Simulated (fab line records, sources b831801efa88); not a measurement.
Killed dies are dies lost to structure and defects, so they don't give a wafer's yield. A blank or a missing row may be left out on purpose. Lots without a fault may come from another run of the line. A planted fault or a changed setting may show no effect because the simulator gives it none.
fab line records | flow sky130
record lots=24 wafers=72 last_day=50
route steps=708 shown METAL4@602 CAP2M@616 VIA4@656 METAL5@663 PASSIVATION@682
lots that met no fault: from a run of the same line without faults
start_h: hours from the record's first day to the start of the lot's first wafer shown | wait_h: hours since the lot's step before | " the same as in the row above | L1.1+2: a row that stands for several wafers | - no value, or no start given | * or withheld: withheld | < > ~ a bound
route shown NAME@n: a module of which the file shows steps, and the number in the route of the first | usual: mean/standard deviation of fault-free wafers | same: alike in all rows | chamber/n: place in a boat | sites: the reading at each site | _std_site: their standard deviation | _edge_site: outer sites' mean less inner sites' | radius_mm: how far each site lies from the wafer's centre | mask NAME#n: copy n | behind: the tool/chamber that last shaped the wafer | hold: why the lot was held/for how many hours/how that ended | device: the transistor (n, p or np) that didn't switch | end of line: the same wafers' tests at the end of the route | a step without rows: its recipe alone | killed: dies lost to structure and defects at the first sort, not the wafer's yield | map: a wafer's dies, x killed, . not, _ none there
set.NAME: the setting as run; set.NAME@STEP: as run at that earlier step | model.NAME: the simulator's own value behind a step, which no gauge read
steps of the route over a sample of lots; a table a step, a row a wafer
services: from which hour (start_h, from the record's first day; less than 0 if before it) a tool's chamber was out of use, for how many hours, and why
## steps
# step SKY_METAL4_SPUTTER_04
# recipe material=TiN target_thk_nm=70 power_w=6500 time_s=58.3 chamber_pressure_pa=0.4
# usual throttle_valve_pct=30.5/0.98
# same time_s=58.3
# columns lot.wafer tool chamber start_h wait_h throttle_valve_pct
L074.1 pvd_sputter-03 - 933.11 0.0 28.3
L074.3 " - " " 31.1
L074.5 " - " " 31.7
L075.1 pvd_sputter-04 - 938.68 0.0 30.2
L075.4 " - " " 30.8
L075.6 " - " " 30.5
L076.1 pvd_sputter-03 - 950.21 0.0 31.3
L076.2 " - " " 31.6
L076.5 " - " " 28.1
L077.2 pvd_sputter-03 - 959.35 0.0 31.0
L077.3 " - " " 31.1
L077.5 " - " " 31.0
L078.1 pvd_sputter-03 - 960.14 0.0 31.0
L078.2 " - " " 28.2
L078.6 " - " " 31.0
L079.1 pvd_sputter-03 - 971.91 0.0 31.2
L079.2 " - " " 28.4
L079.4 " - " " 31.3
L080.2 pvd_sputter-02 - 982.16 0.0 31.5
L080.3 " - " " 30.7
L080.4 " - " " 30.3
L081.1 pvd_sputter-03 - 991.96 0.0 30.9
L081.3 " - " " 28.1
L081.5 " - " " 28.1
L082.4 pvd_sputter-02 - 993.26 0.0 31.3
L082.5 " - " " 30.5
L082.6 " - " " 31.1
L083.2 pvd_sputter-03 - 999.03 0.0 27.9
L083.4 " - " " 31.2
L083.6 " - " " 31.1
L084.1 pvd_sputter-02 - 1003.06 0.0 30.5
L084.3 " - " " 31.0
L084.5 " - " " 31.0
L085.1 pvd_sputter-04 - 1010.21 0.0 30.5
L085.3 " - " " 29.5
L085.5 " - " " 29.4
L086.2 pvd_sputter-02 - 1017.67 0.0 31.3
L086.4 " - " " 30.3
L086.5 " - " " 31.2
L087.4 pvd_sputter-03 - 1024.97 0.0 28.2
L087.5 " - " " 31.6
L087.6 " - " " 31.0
L088.1 pvd_sputter-02 - 1028.75 0.0 30.9
L088.3 " - " " 30.4
L088.6 " - " " 30.6
L089.3 pvd_sputter-03 - 1042.62 0.0 28.4
L089.4 " - " " 31.1
L089.5 " - " " 28.1
L090.3 pvd_sputter-02 - 1050.56 0.0 30.5
L090.4 " - " " 30.7
L090.6 " - " " 30.6
L091.1 pvd_sputter-03 - 1051.85 0.0 31.1
L091.4 " - " " 31.8
L091.5 " - " " 28.4
L092.3 pvd_sputter-02 - 1052.89 0.0 31.2
L092.4 " - " " 30.5
L092.5 " - " " 30.2
L093.3 pvd_sputter-04 - 1062.73 0.0 29.4
L093.4 " - " " 29.8
L093.6 " - " " 29.7
L094.1 pvd_sputter-03 - 1067.05 0.0 31.9
L094.3 " - " " 31.3
L094.5 " - " " 31.2
L095.1 pvd_sputter-03 - 1078.61 0.0 31.5
L095.4 " - " " 30.9
L095.6 " - " " 32.1
L096.1 pvd_sputter-04 - 1088.76 0.0 29.5
L096.5 " - " " 30.0
L096.6 " - " " 29.5
L097.3 pvd_sputter-02 - 1094.36 0.0 31.4
L097.4 " - " " 30.9
L097.5 " - " " 30.2
# step SKY_CAP2M_METAL_ETCH_13
# recipe target_depth_nm=220 stop_on=SiO2 chemistry=Cl2/BCl3 target=TiN pressure_mtorr=10 icp_w=900 bias_w=48.5 Cl2_flow_sccm=60 bcl3_flow_sccm=30 time_s=62.9
# usual drypump_motor_current_A=5.68/0.21 oes_product_au=0.940/0.0079 throttle_valve_pct=21.904/0.01
# same time_s=62.9
# columns lot.wafer tool chamber start_h wait_h drypump_motor_current_A oes_product_au rf_hours_counter_h throttle_valve_pct
L074.1 rie_metal-02 1 957.38 0.0 5.47 0.948 17 21.903
L074.3 " 0 " " 5.85 0.941 - 21.909
L074.5 " 0 " " 5.85 0.946 - 21.890
L075.1 rie_metal-01 0 963.33 0.0 6.07 0.945 10 21.893
L075.4 " 1 " " 5.56 0.950 - 21.909
L075.6 " 0 " " 6.01 0.950 - 21.895
L076.1 rie_metal-03 1 974.54 0.0 5.45 0.932 11 21.918
L076.2 " 0 " " 5.67 0.942 7 21.897
L076.5 " 1 " " 5.44 0.940 - 21.915
L077.2 rie_metal-01 0 983.68 0.0 6.08 0.938 11 21.915
L077.3 " 0 " " 6.09 0.946 - 21.917
L077.5 " 0 " " 6.04 0.942 - 21.891
L078.1 rie_metal-02 1 984.88 0.0 5.47 0.937 18 21.882
L078.2 " 0 " " 5.86 0.952 5 21.888
L078.6 " 1 " " 5.48 0.951 - 21.882
L079.1 rie_metal-02 0 996.28 0.0 5.84 0.948 6 21.900
L079.2 " 1 " " 5.47 0.947 19 21.898
L079.4 " 0 " " 5.82 0.946 - 21.897
L080.2 rie_metal-02 1 1005.38 0.0 5.43 0.933 19 21.915
L080.3 " 0 " " 5.85 0.939 - 21.901
L080.4 " 1 " " 5.46 0.929 - 21.907
L081.1 rie_metal-03 0 1014.94 0.0 5.63 0.941 9 21.912
L081.3 " 1 " " 5.44 0.947 - 21.897
L081.5 " 0 " " 5.64 0.937 - 21.905
L082.4 rie_metal-03 0 1016.41 0.0 5.64 0.940 - 21.907
L082.5 " 0 " " 5.62 0.934 - 21.896
L082.6 " 1 " " 5.46 0.942 - 21.908
L083.2 rie_metal-01 1 1021.58 0.0 5.57 0.945 6 21.914
L083.4 " 0 " " 6.10 0.934 - 21.902
L083.6 " 0 " " 6.04 0.941 - 21.892
L084.1 rie_metal-03 0 1025.99 0.0 5.61 0.945 9 21.901
L084.3 " 1 " " 5.44 0.952 - 21.904
L084.5 " 1 " " 5.44 0.946 - 21.899
L085.1 rie_metal-03 1 1033.13 0.0 5.47 0.944 14 21.895
L085.3 " 0 " " 5.64 0.941 - 21.898
L085.5 " 1 " " 5.45 0.941 - 21.908
L086.2 rie_metal-01 1 1040.08 0.0 5.57 0.931 7 21.910
L086.4 " 1 " " 5.56 0.941 - 21.908
L086.5 " 0 " " 6.03 0.942 - 21.911
L087.4 rie_metal-01 1 1047.10 0.0 5.56 0.920 - 21.899
L087.5 " 0 " " 6.08 0.932 - 21.909
L087.6 " 1 " " 5.58 0.940 - 21.904
L088.1 rie_metal-01 0 1050.83 0.0 6.05 0.932 15 21.922
L088.3 " 0 " " 6.03 0.937 - 21.907
L088.6 " 1 " " 5.58 0.932 - 21.897
L089.3 rie_metal-02 0 1064.34 0.1 5.83 0.949 - 21.898
L089.4 " 0 " " 5.83 0.936 - 21.916
L089.5 " 0 " " 5.81 0.950 - 21.905
L090.3 rie_metal-01 1 1072.35 0.0 5.58 0.937 - 21.896
L090.4 " 0 " " 6.05 0.936 - 21.914
L090.6 " 0 " " 6.06 0.928 - 21.889
L091.1 rie_metal-02 0 1072.74 0.0 5.86 0.933 11 21.913
L091.4 " 0 " " 5.86 0.931 - 21.895
L091.5 " 0 " " 5.86 0.933 - 21.900
L092.3 rie_metal-03 0 1074.66 0.0 5.64 0.949 - 21.913
L092.4 " 1 " " 5.46 0.942 - 21.896
L092.5 " 0 " " 5.65 0.947 - 21.894
L093.3 rie_metal-02 0 1083.80 0.0 5.86 0.945 - 21.886
L093.4 " 1 " " 5.46 0.931 - 21.905
L093.6 " 1 " " 5.46 0.937 - 21.914
L094.1 rie_metal-02 1 1088.19 0.0 5.46 0.936 1 21.910
L094.3 " 1 " " 5.48 0.938 - 21.918
L094.5 " 1 " " 5.47 0.940 - 21.895
L095.1 rie_metal-03 1 1098.49 0.0 5.46 0.939 19 21.914
L095.4 " 1 " " 5.46 0.956 - 21.903
L095.6 " 1 " " 5.45 0.943 - 21.911
L096.1 rie_metal-02 1 1108.98 0.0 5.47 0.949 3 21.887
L096.5 " 0 " " 5.83 0.947 - 21.883
L096.6 " 1 " " 5.47 0.935 - 21.898
L097.3 rie_metal-03 0 1114.45 0.0 5.64 0.933 - 21.917
L097.4 " 1 " " 5.45 0.935 - 21.937
L097.5 " 1 " " 5.43 0.940 - 21.896
# step SKY_METAL4_STRIP_19
# recipe chemistry=O2/N2 power_w=1400 pressure_mtorr=1500 platen_temp_c=withheld o2_flow_sccm=3000 n2_flow_sccm=300 overash_fraction=0.5
# usual drypump_motor_current_A=6.10/0.21 n2_flow_sccm=299.8/0.95 oes_product_au=0.505/0.0064 strip_time_to_endpoint_s=6.63/0.11
# columns lot.wafer tool chamber start_h wait_h drypump_motor_current_A n2_flow_sccm oes_product_au rf_hours_counter_h strip_time_to_endpoint_s
L074.1 plasma_asher-02 1 982.87 0.1 6.30 299.3 0.507 120 6.51
L074.3 " 1 " " 6.30 300.0 0.493 - 6.49
L074.5 " 0 " " 6.08 298.6 0.496 - 6.49
L075.1 plasma_asher-03 1 988.26 0.1 6.18 300.6 0.506 85 6.53
L075.4 " 1 " " 6.17 298.8 0.503 - 6.61
L075.6 " 1 " " 6.19 299.2 0.498 - 6.51
L076.1 plasma_asher-04 1 999.75 0.1 6.10 300.1 0.508 58 6.53
L076.2 " 0 " " 6.22 300.9 0.499 58 6.49
L076.5 " 1 " " 6.08 299.4 0.490 - 6.44
L077.2 plasma_asher-02 1 1008.29 0.1 6.34 299.0 0.502 123 6.52
L077.3 " 0 " " 6.08 300.1 0.493 - 6.49
L077.5 " 1 " " 6.37 300.1 0.506 - 6.63
L078.1 plasma_asher-02 1 1009.42 0.1 6.30 301.4 0.504 123 6.56
L078.2 " 0 " " 6.06 299.7 0.506 123 6.74
L078.6 " 1 " " 6.32 300.7 0.508 - 6.76
L079.1 plasma_asher-02 1 1020.66 0.1 6.32 299.7 0.503 124 6.56
L079.2 " 0 " " 6.11 298.7 0.505 124 6.71
L079.4 " 1 " " 6.34 298.6 0.517 - 6.78
L080.2 plasma_asher-02 0 1029.62 0.1 6.05 299.3 0.504 125 6.63
L080.3 " 1 " " 6.36 301.1 0.496 - 6.57
L080.4 " 0 " " 6.07 301.1 0.504 - 6.44
L081.1 plasma_asher-04 1 1038.64 0.1 6.10 301.0 0.506 61 6.79
L081.3 " 0 " " 6.22 299.3 0.508 - 6.80
L081.5 " 1 " " 6.10 301.2 0.509 - 6.61
L082.4 plasma_asher-03 0 1040.26 0.1 5.71 299.9 0.500 - 6.56
L082.5 " 1 " " 6.17 300.3 0.511 - 6.66
L082.6 " 0 " " 5.70 300.1 0.502 - 6.78
L083.2 plasma_asher-04 1 1045.62 0.1 6.10 299.5 0.503 62 6.69
L083.4 " 0 " " 6.25 300.6 0.505 - 6.74
L083.6 " 1 " " 6.10 299.7 0.502 - 6.50
L084.1 plasma_asher-03 0 1049.52 0.1 5.71 299.4 0.496 91 6.53
L084.3 " 1 " " 6.16 301.1 0.506 - 6.53
L084.5 " 1 " " 6.16 301.0 0.507 - 6.55
L085.1 plasma_asher-04 0 1056.49 0.1 6.25 299.9 0.515 63 6.79
L085.3 " 1 " " 6.11 298.9 0.515 - 6.73
L085.5 " 1 " " 6.10 301.3 0.506 - 6.82
L086.2 plasma_asher-03 0 1063.20 0.1 5.71 300.9 0.491 92 6.57
L086.4 " 0 " " 5.70 301.6 0.512 - 6.77
L086.5 " 0 " " 5.71 299.7 0.514 - 6.79
L087.4 plasma_asher-04 0 1070.38 0.2 6.23 302.0 0.508 - 6.71
L087.5 " 0 " " 6.21 300.5 0.511 - 6.75
L087.6 " 1 " " 6.10 300.8 0.503 - 6.71
L088.1 plasma_asher-03 1 1073.65 0.3 6.19 300.3 0.512 93 6.77
L088.3 " 0 " " 5.71 299.0 0.508 - 6.70
L088.6 " 0 " " 5.70 297.6 0.502 - 6.73
L089.3 plasma_asher-02 0 1086.37 0.1 6.05 298.9 0.501 - 6.54
L089.4 " 1 " " 6.37 298.4 0.498 - 6.67
L089.5 " 1 " " 6.34 297.9 0.505 - 6.60
L090.3 plasma_asher-03 1 1094.11 0.1 6.18 299.9 0.505 - 6.60
L090.4 " 0 " " 5.71 297.9 0.503 - 6.56
L090.6 " 1 " " 6.18 300.3 0.497 - 6.57
L091.1 plasma_asher-02 0 1094.54 0.1 6.12 299.3 0.508 3 6.68
L091.4 " 0 " " 6.10 299.5 0.503 - 6.69
L091.5 " 1 " " 6.32 300.7 0.505 - 6.66
L092.3 plasma_asher-04 0 1096.50 0.1 6.23 299.9 0.508 - 6.74
L092.4 " 1 " " 6.09 300.0 0.498 - 6.56
L092.5 " 1 " " 6.10 300.8 0.521 - 6.69
L093.3 plasma_asher-03 1 1105.41 0.1 6.17 300.9 0.499 - 6.76
L093.4 " 0 " " 5.70 301.5 0.508 - 6.75
L093.6 " 1 " " 6.19 301.0 0.511 - 6.80
L094.1 plasma_asher-03 1 1109.02 0.1 6.17 298.6 0.507 97 6.74
L094.3 " 1 " " 6.17 301.2 0.498 - 6.56
L094.5 " 0 " " 5.69 299.5 0.503 - 6.66
L095.1 plasma_asher-03 0 1119.53 0.1 5.69 300.5 0.505 98 6.59
L095.4 " 1 " " 6.18 299.2 0.509 - 6.54
L095.6 " 1 " " 6.18 298.3 0.489 - 6.53
L096.1 plasma_asher-04 0 1130.23 0.2 6.23 298.3 0.507 71 6.73
L096.5 " 1 " " 6.11 300.3 0.507 - 6.56
L096.6 " 0 " " 6.26 298.3 0.510 - 6.76
L097.3 plasma_asher-02 0 1134.46 0.1 6.08 298.6 0.491 - 6.54
L097.4 " 1 " " 6.34 301.0 0.491 - 6.41
L097.5 " 1 " " 6.38 300.3 0.497 - 6.49
# step SKY_VIA4_SPUTTER_17
# recipe material=TiN target_thk_nm=20 chamber_pressure_pa=5 power_w=4000 time_s=80
# usual throttle_valve_pct=29.6/1.3
# same time_s=80
# columns lot.wafer tool chamber start_h wait_h throttle_valve_pct
L074.1 pvd_sputter-02 - 1008.15 0.0 30.6
L074.3 " - " " 31.4
L074.5 " - " " 30.1
L075.1 pvd_sputter-01 - 1012.71 0.0 26.5
L075.4 " - " " 29.2
L075.6 " - " " 29.0
L076.1 pvd_sputter-01 - 1024.75 0.0 29.6
L076.2 " - " " 30.1
L076.5 " - " " 30.3
L077.2 pvd_sputter-04 - 1032.37 0.0 29.9
L077.3 " - " " 30.5
L077.5 " - " " 30.3
L078.1 pvd_sputter-01 - 1033.94 0.0 30.0
L078.2 " - " " 29.3
L078.6 " - " " 29.1
L079.1 pvd_sputter-04 - 1045.35 0.0 29.4
L079.2 " - " " 30.7
L079.4 " - " " 30.3
L080.2 pvd_sputter-04 - 1054.76 0.0 30.8
L080.3 " - " " 29.9
L080.4 " - " " 29.6
L081.1 pvd_sputter-02 - 1062.40 0.0 30.5
L081.3 " - " " 31.4
L081.5 " - " " 30.4
L082.4 pvd_sputter-01 - 1064.14 0.0 30.5
L082.5 " - " " 26.6
L082.6 " - " " 29.2
L083.2 pvd_sputter-01 - 1068.88 0.0 29.4
L083.4 " - " " 29.2
L083.6 " - " " 26.4
L084.1 pvd_sputter-04 - 1073.33 0.0 30.0
L084.3 " - " " 30.7
L084.5 " - " " 29.4
L085.1 pvd_sputter-04 - 1079.48 0.0 30.0
L085.3 " - " " 29.1
L085.5 " - " " 31.0
L086.2 pvd_sputter-01 - 1086.21 0.0 29.2
L086.4 " - " " 26.4
L086.5 " - " " 29.2
L087.4 pvd_sputter-04 - 1092.91 0.0 30.1
L087.5 " - " " 29.8
L087.6 " - " " 30.7
L088.1 pvd_sputter-04 - 1096.18 0.0 29.8
L088.3 " - " " 29.5
L088.6 " - " " 30.8
L089.3 pvd_sputter-02 - 1108.01 0.0 31.0
L089.4 " - " " 31.2
L089.5 " - " " 31.1
L090.3 pvd_sputter-02 - 1115.86 0.0 30.4
L090.4 " - " " 30.5
L090.6 " - " " 30.8
L091.1 pvd_sputter-04 - 1116.46 0.0 30.1
L091.4 " - " " 29.9
L091.5 " - " " 30.9
L092.3 pvd_sputter-01 - 1118.36 0.0 29.4
L092.4 " - " " 29.5
L092.5 " - " " 26.3
L093.3 pvd_sputter-01 - 1127.51 0.0 26.2
L093.4 " - " " 29.0
L093.6 " - " " 26.4
L094.1 pvd_sputter-01 - 1130.97 0.0 26.5
L094.3 " - " " 29.3
L094.5 " - " " 29.3
L095.1 pvd_sputter-04 - 1140.60 0.0 30.2
L095.4 " - " " 29.9
L095.6 " - " " 30.2
L096.1 pvd_sputter-04 - 1150.16 0.0 30.2
L096.5 " - " " 29.1
L096.6 " - " " 30.0
L097.3 pvd_sputter-02 - 1154.46 0.0 31.2
L097.4 " - " " 30.5
L097.5 " - " " 30.3
# step SKY_METAL5_SPUTTER_02
# recipe material=AlCu target_thk_nm=1150 power_w=10600 time_s=61.2 chamber_pressure_pa=0.4
# usual throttle_valve_pct=30.0/1.2
# same time_s=61.2
# columns lot.wafer tool chamber start_h wait_h throttle_valve_pct
L074.1 pvd_sputter-03 - 1009.05 0.0 31.1
L074.3 " - " " 30.9
L074.5 " - " " 31.0
L075.1 pvd_sputter-03 - 1013.61 0.0 28.1
L075.4 " - " " 31.6
L075.6 " - " " 31.0
L076.1 pvd_sputter-04 - 1025.49 0.0 29.4
L076.2 " - " " 29.9
L076.5 " - " " 29.9
L077.2 pvd_sputter-04 - 1033.11 0.0 30.6
L077.3 " - " " 30.2
L077.5 " - " " 30.0
L078.1 pvd_sputter-04 - 1034.68 0.0 30.1
L078.2 " - " " 29.3
L078.6 " - " " 29.9
L079.1 pvd_sputter-03 - 1046.09 0.0 28.2
L079.2 " - " " 31.2
L079.4 " - " " 31.6
L080.2 pvd_sputter-01 - 1055.50 0.0 26.5
L080.3 " - " " 29.5
L080.4 " - " " 29.4
L081.1 pvd_sputter-04 - 1063.14 0.0 30.6
L081.3 " - " " 30.1
L081.5 " - " " 29.3
L082.4 pvd_sputter-03 - 1064.88 0.0 28.1
L082.5 " - " " 31.5
L082.6 " - " " 31.0
L083.2 pvd_sputter-04 - 1069.62 0.0 30.7
L083.4 " - " " 30.8
L083.6 " - " " 29.9
L084.1 pvd_sputter-03 - 1074.07 0.0 31.7
L084.3 " - " " 31.2
L084.5 " - " " 31.4
L085.1 pvd_sputter-03 - 1080.22 0.0 31.5
L085.3 " - " " 31.2
L085.5 " - " " 31.1
L086.2 pvd_sputter-04 - 1086.95 0.0 29.2
L086.4 " - " " 30.5
L086.5 " - " " 30.0
L087.4 pvd_sputter-01 - 1093.65 0.0 29.8
L087.5 " - " " 29.1
L087.6 " - " " 30.1
L088.1 pvd_sputter-04 - 1096.92 0.0 29.4
L088.3 " - " " 30.5
L088.6 " - " " 30.1
L089.3 pvd_sputter-03 - 1108.76 0.0 28.5
L089.4 " - " " 31.0
L089.5 " - " " 31.1
L090.3 pvd_sputter-03 - 1116.60 0.0 28.6
L090.4 " - " " 30.9
L090.6 " - " " 28.1
L091.1 pvd_sputter-04 - 1117.20 0.0 30.0
L091.4 " - " " 29.5
L091.5 " - " " 30.1
L092.3 pvd_sputter-04 - 1119.10 0.0 30.0
L092.4 " - " " 30.8
L092.5 " - " " 29.3
L093.3 pvd_sputter-04 - 1128.25 0.0 30.5
L093.4 " - " " 29.2
L093.6 " - " " 29.6
L094.1 pvd_sputter-01 - 1131.82 0.0 29.1
L094.3 " - " " 29.0
L094.5 " - " " 29.0
L095.1 pvd_sputter-01 - 1141.34 0.0 29.4
L095.4 " - " " 29.8
L095.6 " - " " 29.2
L096.1 pvd_sputter-03 - 1150.90 0.0 31.0
L096.5 " - " " 28.2
L096.6 " - " " 31.9
L097.3 pvd_sputter-01 - 1155.20 0.0 26.4
L097.4 " - " " 29.0
L097.5 " - " " 30.2
# step SKY_PASSIVATION_THK_MEAS_01
# recipe reads=SiO2_of_PASSIVATION_CVD_00
# usual PASSIVATION_CVD_00_THK=89.9/1.3
# columns lot.wafer tool chamber start_h wait_h PASSIVATION_CVD_00_THK[nm]
L074.1 film_metro-01 - 1032.22 - 90.4
L074.3 " - " " 88.4
L074.5 " - " " 90.3
L075.1 film_metro-03 - 1036.60 - 86.8
L075.4 " - " " 89.6
L075.6 " - " " 88.3
L076.1 film_metro-01 - 1048.28 - 87.9
L076.2 " - " " 89.4
L076.5 " - " " 91.4
L077.2 film_metro-03 - 1057.30 - 89.0
L077.3 " - " " 88.0
L077.5 " - " " 91.1
L078.1 film_metro-01 - 1057.52 - 87.3
L078.2 " - " " 87.3
L078.6 " - " " 88.5
L079.1 film_metro-01 - 1068.56 - 89.7
L079.2 " - " " 88.5
L079.4 " - " " 90.4
L080.2 film_metro-01 - 1077.93 - 90.5
L080.3 " - " " 90.5
L080.4 " - " " 91.4
L081.1 film_metro-01 - 1085.33 - 90.1
L081.3 " - " " 87.9
L081.5 " - " " 89.6
L082.4 film_metro-03 - 1086.71 - 91.2
L082.5 " - " " 91.2
L082.6 " - " " 91.1
L083.2 film_metro-03 - 1091.33 - 88.1
L083.4 " - " " 92.1
L083.6 " - " " 89.7
L084.1 film_metro-03 - 1095.60 - 87.9
L084.3 " - " " 89.3
L084.5 " - " " 90.3
L085.1 film_metro-01 - 1102.38 - 91.0
L085.3 " - " " 87.8
L085.5 " - " " 90.1
L086.2 film_metro-02 - 1108.63 - 88.2
L086.4 " - " " 92.1
L086.5 " - " " 90.6
L087.4 film_metro-01 - 1114.25 - 92.0
L087.5 " - " " 92.0
L087.6 " - " " 88.6
L088.1 film_metro-02 - 1117.85 - 90.0
L088.3 " - " " 88.9
L088.6 " - " " 92.0
L089.3 film_metro-02 - 1129.89 - 90.2
L089.4 " - " " 88.4
L089.5 " - " " 91.2
L090.3 film_metro-03 - 1137.24 - 89.6
L090.4 " - " " 91.3
L090.6 " - " " 91.5
L091.1 film_metro-03 - 1137.55 - 87.8
L091.4 " - " " 91.7
L091.5 " - " " 88.9
L092.3 film_metro-01 - 1139.24 - 89.7
L092.4 " - " " 91.8
L092.5 " - " " 90.4
L093.3 film_metro-02 - 1148.73 - 88.2
L093.4 " - " " 90.1
L093.6 " - " " 89.1
L094.1 film_metro-01 - 1150.75 - 89.4
L094.3 " - " " 91.3
L094.5 " - " " 91.6
L095.1 film_metro-02 - 1160.17 - 89.8
L095.4 " - " " 92.5
L095.6 " - " " 91.2
L096.1 film_metro-01 - 1169.27 - 87.7
L096.5 " - " " 90.3
L096.6 " - " " 90.7
L097.3 film_metro-02 - 1173.09 - 89.1
L097.4 " - " " 90.5
L097.5 " - " " 90.0
## services
# columns tool chamber start_h hours kind
pvd_sputter-04 - 927.67 9.4 repair
pvd_sputter-01 - 928.76 1.2 repair
pvd_sputter-04 - 945.56 3.0 repair
pvd_sputter-02 - 954.52 2.0 repair
plasma_asher-03 - 960.26 0.6 repair
pvd_sputter-03 0 975.50 - consumable_replace:kit
pvd_sputter-03 0 975.50 18.0 scheduled_down
pvd_sputter-03 0 975.50 18.0 vent_cycle
plasma_asher-03 - 988.68 2.8 pm
pvd_sputter-04 - 1001.84 2.2 repair
pvd_sputter-02 - 1023.14 0.6 repair
pvd_sputter-02 - 1036.52 3.9 repair
plasma_asher-02 - 1055.29 9.0 pm
pvd_sputter-04 1 1063.26 - consumable_replace:kit
pvd_sputter-04 1 1063.26 18.0 scheduled_down
pvd_sputter-04 1 1063.26 18.0 vent_cycle
pvd_sputter-03 3 1075.35 - consumable_replace:kit
pvd_sputter-03 3 1075.35 18.0 scheduled_down
plasma_asher-04 - 1085.75 1.5 repair
pvd_sputter-01 - 1098.03 2.3 repair
rie_metal-02 - 1100.26 0.9 repair
rie_metal-03 - 1110.64 0.6 repair
plasma_asher-03 - 1122.36 4.3 pm
rie_metal-02 - 1148.13 2.1 repair
## key
fault none
